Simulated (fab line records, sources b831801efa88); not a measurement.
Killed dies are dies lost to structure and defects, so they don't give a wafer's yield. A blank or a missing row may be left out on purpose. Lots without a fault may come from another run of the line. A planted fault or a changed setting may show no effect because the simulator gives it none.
Which tool did it? | flow gf180mcu | 6 lots, 18 wafers sampled, at 4 steps of a route of 602

WHAT THE GAUGES READ, wafer by wafer
GF_M4_CD_MEAS_14: target cd 280 nm.
lot  | measured     | on        | cd_nm (nm)
L446 | day 24 11:29 | cd_sem-01 | 280.4 281.2 279.0
L451 | day 26 02:31 | cd_sem-02 | 269.2 268.6 269.1
L460 | day 28 20:02 | cd_sem-02 | 279.5 281.1 280.1
L462 | day 29 02:44 | cd_sem-01 | 279.7 279.2 280.0
L464 | day 29 19:54 | cd_sem-01 | 279.6 280.7 278.7
L467 | day 30 08:05 | cd_sem-01 | 278.3 278.2 279.5

WHICH TOOL RAN EACH LOT (tool, then ch and the chambers of the sampled wafers, then the start)
lot  | GF_M4_SPUTTER_03             | GF_M4_SPUTTER_04             | GF_M4_COAT_09
L446 | pvd_sputter-03, day 23 13:40 | pvd_sputter-03, day 23 13:41 | litho_track-02 ch 0, day 24 00:17
L451 | pvd_sputter-02, day 25 06:05 | pvd_sputter-02, day 25 06:06 | litho_track-04 ch 0, day 25 15:26
L460 | pvd_sputter-03, day 28 00:59 | pvd_sputter-03, day 28 01:00 | litho_track-02 ch 0, day 28 10:17
L462 | pvd_sputter-02, day 28 07:36 | pvd_sputter-02, day 28 07:37 | litho_track-04 ch 0, day 28 16:44
L464 | pvd_sputter-03, day 29 00:46 | pvd_sputter-03, day 29 00:47 | litho_track-04 ch 0, day 29 09:46
L467 | pvd_sputter-04, day 29 13:26 | pvd_sputter-04, day 29 13:27 | litho_track-04 ch 0, day 29 22:47
- GF_M4_SPUTTER_03: material Ti, target thk 10 nm, time 6.7 s.
- GF_M4_SPUTTER_04: material TiN, target thk 50 nm, time 41.7 s.
- GF_M4_COAT_09: resist thk 1000 nm.

THE ANSWER, worked out from the rows above alone
Rule: what is usual is taken from the lots themselves. Put in order of their means at a reading, lots are off if they are a third of the lots or fewer, leave a main group of 4 or more, and stand apart from it by a gap of 3 or more times the standard deviation of the main group's means; of several such gaps the widest counts. A main group whose means are all the same, to the digits that the tables above print for the reading, isn't used. A lot without any number at a reading at which 4 lots or more have one is off too. The other lots that the step has rows for count as sound.
Off: L451, at GF_M4_CD_MEAS_14 (cd_nm). The main group: mean 279.7 nm, standard deviation 0.57.
A tool fits if, at a process step before that reading, it ran every lot that is off, and no sound lot after the first of them. The gauges at GF_M4_CD_MEAS_14 are tried like those tools. None of those tried fits.

WHAT THE SIMULATOR HAD PUT IN
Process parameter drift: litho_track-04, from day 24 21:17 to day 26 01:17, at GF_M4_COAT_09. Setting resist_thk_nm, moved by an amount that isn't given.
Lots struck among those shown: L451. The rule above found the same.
